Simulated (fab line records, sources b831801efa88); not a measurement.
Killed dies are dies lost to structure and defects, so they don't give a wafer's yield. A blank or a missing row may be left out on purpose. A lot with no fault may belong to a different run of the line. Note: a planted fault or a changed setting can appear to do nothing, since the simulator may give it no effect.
Which tool did it? | flow sky130 | 12 lots, 36 wafers sampled, at 2 steps of a route of 708

== WHAT THE GAUGES READ, wafer by wafer ==
SKY_VIA2_OVL_MEAS_13.
lot  | measured     | on         | VIA2_OVL (nm)
L074 | day 37 18:44 | overlay-02 | 6 -2 -3
L077 | day 37 23:05 | overlay-01 | -2 -5 1
L079 | day 38 16:58 | overlay-02 | -8 -1 -4
L081 | day 39 03:20 | overlay-02 | 0 9 -3
L083 | day 39 12:41 | overlay-01 | -4 -3 -7
L085 | day 40 04:43 | overlay-02 | -7 -9 -4
L087 | day 40 11:29 | overlay-02 | 8 2 14
L089 | day 41 01:06 | overlay-02 | 3 3 4
L091 | day 41 11:47 | overlay-01 | -7 -11 1
L093 | day 42 05:53 | overlay-01 | 6 1 3
L095 | day 43 00:08 | overlay-01 | 4 6 -3
L096 | day 43 06:47 | overlay-02 | 4 9 -1

== WHAT TOOL EACH LOT RAN ON (gives the tool, then ch and the chambers of the sampled wafers, and finally the start) ==
lot  | SKY_VIA1_SPUTTER_20
L074 | pvd_sputter-01, day 35 10:16
L077 | pvd_sputter-01, day 35 14:53
L079 | pvd_sputter-03, day 36 09:40
L081 | pvd_sputter-01, day 36 20:32
L083 | pvd_sputter-02, day 37 06:56
L085 | pvd_sputter-02, day 38 00:23
L087 | pvd_sputter-03, day 38 07:55
L089 | pvd_sputter-02, day 38 21:28
L091 | pvd_sputter-02, day 39 07:58
L093 | pvd_sputter-02, day 40 03:17
L095 | pvd_sputter-01, day 40 23:17
L096 | pvd_sputter-02, day 41 05:09
- SKY_VIA1_SPUTTER_20: material TiN, target thk 20 nm, time 80 s.

== THE ANSWER, worked out from the rows above alone ==
Rule: the lots themselves supply what counts as usual. The widest of any qualifying gaps counts: lots, ordered by their means at a reading, are off when they make up no more than a third of the lots, leave a main group of 4 or more, and stand apart from it by 3 or more times the standard deviation of that group's means. Not used: any main group whose means are identical at the precision the tables above print for the reading. Also off: a lot with no number at a reading for which 4 or more lots have one. The other lots that the step has rows for count as sound.
No lot is off on any of the readings shown, so nothing can be concluded from this.

== WHAT THE SIMULATOR HAD INSERTED ==
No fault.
